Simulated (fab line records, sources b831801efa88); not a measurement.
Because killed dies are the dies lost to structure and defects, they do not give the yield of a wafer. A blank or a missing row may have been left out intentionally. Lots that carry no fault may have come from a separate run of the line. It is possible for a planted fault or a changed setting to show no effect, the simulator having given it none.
Code-filled problem report in 8D (eight disciplines) form    flow gf180mcu    the parts of the form that need people (team, actions taken, sign-off) are left out

1. THE ISSUE
Mean of cathodeDcPowerW at GF_V3_SPUTTER_21: 2973.3 W across 2 wafers in 2 lots; on wafers with no fault it is 2500.0 W (standard deviation 0.46). So: +99 or more standard deviations from the usual mean.
The step: material Ti, target thk 15 nm, time 80.02 s.
First seen on wafer L653.3, day 26 15:09, on pvdSputter-03. Wafers with a number at this step in the record: 18, from 6 lots. Rule for "out", or "out of limits": more than 4 standard deviations from the usual mean. Any other wafer with a number is counted as sound.

2. WHAT IT IS, AND WHAT IT ISN'T
question                     is                 is not
which readings at this step  cathodeDcPowerW    throttleValvePct
which lots                   L653, L655         L640, L650, L656, L661
which wafers of those lots   L653.3, L655.3     L653.1, L653.5, L655.4, L655.6
read on which tools          pvdSputter-03      pvdSputter-02, pvdSputter-04
when                         from day 26 15:09  up to then (8 sound wafers); but 8 sound wafers of L655, L656, L661 came after

3. SUSPECTS, AND WHAT RULES EACH OUT
Counting: a tool at a process step up to the reading stays a suspect if it ran every lot that is out. Sound lots after the first of them don't rule it out here, since some wafers of a struck lot are sound.
- rieDiel-01 at GF_V3_ETCH_16 (etches BARC in N2/H2): kept. Every lot that is out went through it, the first being L653 (day 26 14:29); the last sound lot it ran before that was L650 (day 25 20:02).
- rieDiel-01 at GF_V3_ETCH_17 (etches SiO2 in C4F8/O2/Ar, stops on TiN, target depth 635 nm): kept. Every lot that is out went through it, the first being L653 (day 26 14:37); the last sound lot it ran before that was L650 (day 25 20:10). Because GF_V3_ETCH_17 lacks a start for some lots, the hours and order of its lots are taken from GF_V3_STRIP_18.
- plasmaAsher-03 at GF_V3_STRIP_18 (strips in O2/N2): kept. Every lot that is out went through it, the first being L653 (day 26 14:37); the last sound lot it ran before that was L650 (day 25 20:10).
- pvdSputter-03 at GF_V3_SPUTTER_21 (material Ti, target thk 15 nm, time 80.02 s): kept. Every lot that is out went through it, the first being L653 (day 26 15:09); the last sound lot it ran before that was L640 (day 22 18:24). On those wafers its own readings are out: cathodeDcPowerW.
Left after counting: rieDiel-01 at GF_V3_ETCH_16, rieDiel-01 at GF_V3_ETCH_17, plasmaAsher-03 at GF_V3_STRIP_18, pvdSputter-03 at GF_V3_SPUTTER_21.

4. THE CAUSE (what the simulator had put in)
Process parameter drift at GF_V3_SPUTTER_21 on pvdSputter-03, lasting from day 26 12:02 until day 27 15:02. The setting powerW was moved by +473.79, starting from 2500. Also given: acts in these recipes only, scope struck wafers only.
Counting left 4 suspects, and this tool is among them.

5. THE CHAIN OF EFFECTS, in route order
Each row: a reading whose mean over the struck wafers that have a number lies more than 3 standard deviations from the usual. Only readings for which the record gives a usual standard deviation are gone through. hours: the time from each lot's start at the first step in this table that gives one to its start at this step, as a median over the lots. sigmas: the change in usual standard deviations.
hours  step              reading          usual     on struck wafers  change  sigmas
0      GF_V3_SPUTTER_21  cathodeDcPowerW  2500.0 W  2973.3            +473.3  +99 or more
Here are the process steps it includes:
- GF_V3_SPUTTER_21: material Ti, target thk 15 nm, time 80.02 s.

6. WHAT WOULD HAVE CAUGHT IT SOONER
The fault began at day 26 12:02; the first out-of-limits reading in this record came at day 26 15:09, 3 hours later.
